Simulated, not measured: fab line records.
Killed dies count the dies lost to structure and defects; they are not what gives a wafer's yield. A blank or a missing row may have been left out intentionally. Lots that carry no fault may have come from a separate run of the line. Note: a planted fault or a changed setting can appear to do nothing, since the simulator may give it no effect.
2 desks looking at one fault -- flow gf180mcu -- each desk holds nothing but its own numbers, with what lay behind them at the end

== DESK OF THE TOOL OWNER: litho track-02 ==
The tool's own readings at GF_VT_IMPLANT_COAT_02 (resist thk 1000 nm): means of the sampled wafers that have a number, for each lot that ran on this tool. Marked OUT: a lot whose mean sits more than 4 standard deviations from the usual mean, which makes it out of limits; the brackets give that distance.
Columns: A = chill plate temp C at GF_VT_IMPLANT_COAT_02, usual 23.00 C; B = dispense pressure kPa at GF_VT_IMPLANT_COAT_02, usual 50.0 kPa; C = spin speed rpm at GF_VT_IMPLANT_COAT_02, usual 3000.0 rpm
lot,first seen here,A,B,C
L889,day 5 14:32,23.02,49.9,3002.3
L891,day 6 00:43,22.95,49.8,2997.8
L894,day 6 17:56,23.00,49.9,2998.4
L904,day 9 09:14,23.08,49.9,2997.8
L905,day 9 13:50,23.06,49.9,2997.8
L909,day 10 13:35,23.02,49.8,3000.8
Result from this desk: across the 6 lots, nothing is out of limits.

== AT THE METROLOGY DESK ==
Means of the sampled wafers that have a number, per lot and without regard to the tool the lot ran on: this is what the gauges read. Marked OUT: a lot whose mean sits more than 4 standard deviations from the usual mean, which makes it out of limits; the brackets give that distance.
Columns: A = VT_IMPLANT_OVL at GF_VT_IMPLANT_OVL_MEAS_07, usual 0.1 nm; B = VT_IMPLANT_2_TW at GF_VT_IMPLANT_TW_MEAS_21, usual 1207; C = VT_IMPLANT_3_TW at GF_VT_IMPLANT_TW_MEAS_32, usual 267.4; D = M3_ALCU_RS at GF_M3_RS_MEAS_05, usual 0.0696 ohm/sq
lot,first seen here,A,B,C,D
L889,day 5 21:25,-3.9,1196,269.2,0.0692
L891,day 6 08:18,2.9,1215,269.3,0.0693
L894,day 7 01:50,1.1,1201,270.3,0.0706
L904,day 9 17:56,2.0,1196,270.9,0.0704
L902,day 9 20:20,-,1239,569.1 (+99 or more) OUT,-
L905,day 9 22:47,0.8,1208,270.4,0.0704
L903,day 10 04:03,-,1251,580.5 (+99 or more) OUT,-
L907,day 10 13:59,0.4,1207,266.6,0.0688
L908,day 10 17:44,0.6,1221,264.9,0.0696
L909,day 10 23:06,-2.6,1198,265.6,0.0684
L910,day 11 06:53,-1.5,1201,266.0,0.0687
L911,day 11 14:20,-1.5,1197,270.1,0.0703
This desk reports L902, L903 out of limits; the earliest was L902 at day 10 14:27 (VT_IMPLANT_3_TW at GF_VT_IMPLANT_TW_MEAS_32). L889, L891, L894, L904, L905, L907, L908, L909, L910, L911: within limits.

== BROUGHT TOGETHER ==
L902, L903 would have let the metrology desk raise an alarm at day 10 14:27.
The tool owner's desk saw nothing out of limits.
The tool owner's desk has no number on record for L902, L903.
On litho track-02, each named lot ran GF_VT_IMPLANT_COAT_02.

== WHAT WAS PUT IN BY THE SIMULATOR ==
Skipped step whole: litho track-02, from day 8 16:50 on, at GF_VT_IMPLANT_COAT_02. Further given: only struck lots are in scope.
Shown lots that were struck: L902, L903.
Time in hours between the start of the fault and the first out-of-limits reading at each desk: metrology desk, 46.
